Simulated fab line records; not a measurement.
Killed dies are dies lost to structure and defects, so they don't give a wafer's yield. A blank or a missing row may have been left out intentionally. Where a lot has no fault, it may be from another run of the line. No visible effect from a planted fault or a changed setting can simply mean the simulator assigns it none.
Chamber matching ; flow sky130 ; 4 sister chambers for SKY_LI_CONTACT_CMP_24 on cmp-02
The step polishes, stops on PSG, t overpolish 20 s, target thk 0 nm. 16 wafers are shown with their chamber, then 8 later ones without.

## EACH WAFER AND ITS CHAMBER
wafer;chamber;motorCurrentA (A);timeToEndpointS (s);platenRpm (rpm)
L142.1;2;9.7;99;59.96
L142.2;0;10.0;95;59.97
L142.3;1;10.7;98;60.04
L148.1;2;10.0;92;59.99
L148.4;3;11.1;98;60.07
L148.6;3;11.6;100;60.02
L146.2;1;10.5;100;60.06
L146.5;1;10.7;98;60.05
L146.6;0;10.5;96;59.97
L149.1;2;9.9;93;60.04
L149.4;0;10.0;90;59.97
L149.6;3;11.5;97;59.96
L152.1;0;10.5;92;59.99
L152.3;2;9.7;93;60.03
L152.5;1;10.4;90;59.97
L158.1;0;10.1;104;60.06

SIGNATURES (averages over the wafers above)
reading;chamber 0;chamber 1;chamber 2;chamber 3;scatter within a chamber
motorCurrentA;10.220;10.575;9.825;11.400;0.213
timeToEndpointS;95.40;96.50;94.25;98.33;4.18
platenRpm;59.9920;60.0300;60.0050;60.0167;0.0421
Rule: a wafer's distance from a chamber is the root of the sum, over the readings, of the square of ((its reading less the chamber's mean) divided by the reading's scatter). If the next closest chamber is less than 2 further off than the closest, the wafer can't be placed; otherwise it belongs to the closest. How the scatter is found: for the shown wafers, subtract from each reading the mean of its chamber, square and add these, divide the total by (wafers less chambers), then take the root.

## WAFERS WITH NO CHAMBER GIVEN
wafer;motorCurrentA (A);timeToEndpointS (s);platenRpm (rpm)
L158.4;9.7;101;59.96
L158.5;10.5;90;59.98
L164.4;10.2;94;60.00
L164.5;9.6;94;59.99
L164.6;10.2;93;60.01
L165.2;9.5;91;60.03
L165.3;10.2;95;60.00
L165.6;9.7;93;60.02

## WHICH CHAMBER EACH ONE RAN IN
wafer;from the rows above;in truth
L158.4;can't be placed: 2 or 0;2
L158.5;can't be placed: 0 or 1 or 2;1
L164.4;can't be placed: 0 or 2 or 1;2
L164.5;can't be placed: 2 or 0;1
L164.6;can't be placed: 0 or 2 or 1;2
L165.2;can't be placed: 2 or 0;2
L165.3;can't be placed: 0 or 2 or 1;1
L165.6;can't be placed: 2 or 0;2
0 of 8 placed correctly. These rows do not allow placing 8 (true chamber among the candidates in 7). Placed wrongly: 0.
